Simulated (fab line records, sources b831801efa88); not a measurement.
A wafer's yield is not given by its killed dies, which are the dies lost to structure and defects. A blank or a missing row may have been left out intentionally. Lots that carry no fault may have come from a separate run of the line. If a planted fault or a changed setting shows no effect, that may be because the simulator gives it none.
What tool caused it? | flow gf180mcu | Sampling: 6 lots, 18 wafers, 3 of 602 route steps

## WHAT THE GAUGES READ, wafer by wafer
GF_V1_CD_MEAS_14: target cd 260 nm.
lot  | measured     | on       | cdNm (nm)
L475 | day 18 22:28 | cdSem-02 | 261.1 260.4 260.7
L481 | day 21 07:04 | cdSem-01 | 259.4 258.8 259.7
L484 | day 22 05:42 | cdSem-02 | 259.0 260.1 260.0
L486 | day 23 00:08 | cdSem-01 | 262.7 261.7 261.5
L493 | day 25 04:23 | cdSem-01 | 260.7 260.4 260.7
L496 | day 26 07:09 | cdSem-01 | 258.7 260.8 260.5

## EACH LOT AND THE TOOL THAT RAN IT (in order: tool; ch and the chambers of the sampled wafers; start)
lot  | GF_HV_LDD_ETCHBACK_58             | GF_M1_METAL_ETCH_16
L475 | rieDiel-03 ch 2,3, day 13 04:17   | rieMetal-03 ch 0,1, day 17 21:15
L481 | rieDiel-03 ch 1,2, day 15 05:19   | rieMetal-01 ch 0,1, day 20 05:54
L484 | rieDiel-04 ch 0,1,2, day 16 02:28 | rieMetal-03 ch 0, day 21 05:09
L486 | rieDiel-04 ch 0,2,3, day 16 21:01 | rieMetal-02 ch 0, day 21 23:42
L493 | rieDiel-03 ch 1,2, day 19 03:27   | rieMetal-03 ch 0,1, day 24 05:03
L496 | rieDiel-02 ch 0,1,3, day 20 11:51 | rieMetal-02 ch 0,1, day 25 09:13
- GF_HV_LDD_ETCHBACK_58: etches Si3N4 in CH3F/O2, stops on SiO2, time 100 s, target depth 90 nm.
- GF_M1_METAL_ETCH_16: etches the open film in Cl2/BCl3, stops on SiO2, target depth 750.8 nm, time 125.1 s.

## THE ANSWER, worked out from the rows above alone
Rule: what is usual is taken from the lots themselves. The widest of any qualifying gaps counts: lots, ordered by their means at a reading, are off when they make up no more than a third of the lots, leave a main group of 4 or more, and stand apart from it by 3 or more times the standard deviation of that group's means. If all means in a main group match to the digits the tables above print for the reading, that group is not used. A lot without any number at a reading at which 4 lots or more have one is off too. All remaining lots with rows at the step are treated as sound.
Nothing can be told from this: no lot is off at any reading shown.

## WHAT HAD BEEN PUT IN BY THE SIMULATOR
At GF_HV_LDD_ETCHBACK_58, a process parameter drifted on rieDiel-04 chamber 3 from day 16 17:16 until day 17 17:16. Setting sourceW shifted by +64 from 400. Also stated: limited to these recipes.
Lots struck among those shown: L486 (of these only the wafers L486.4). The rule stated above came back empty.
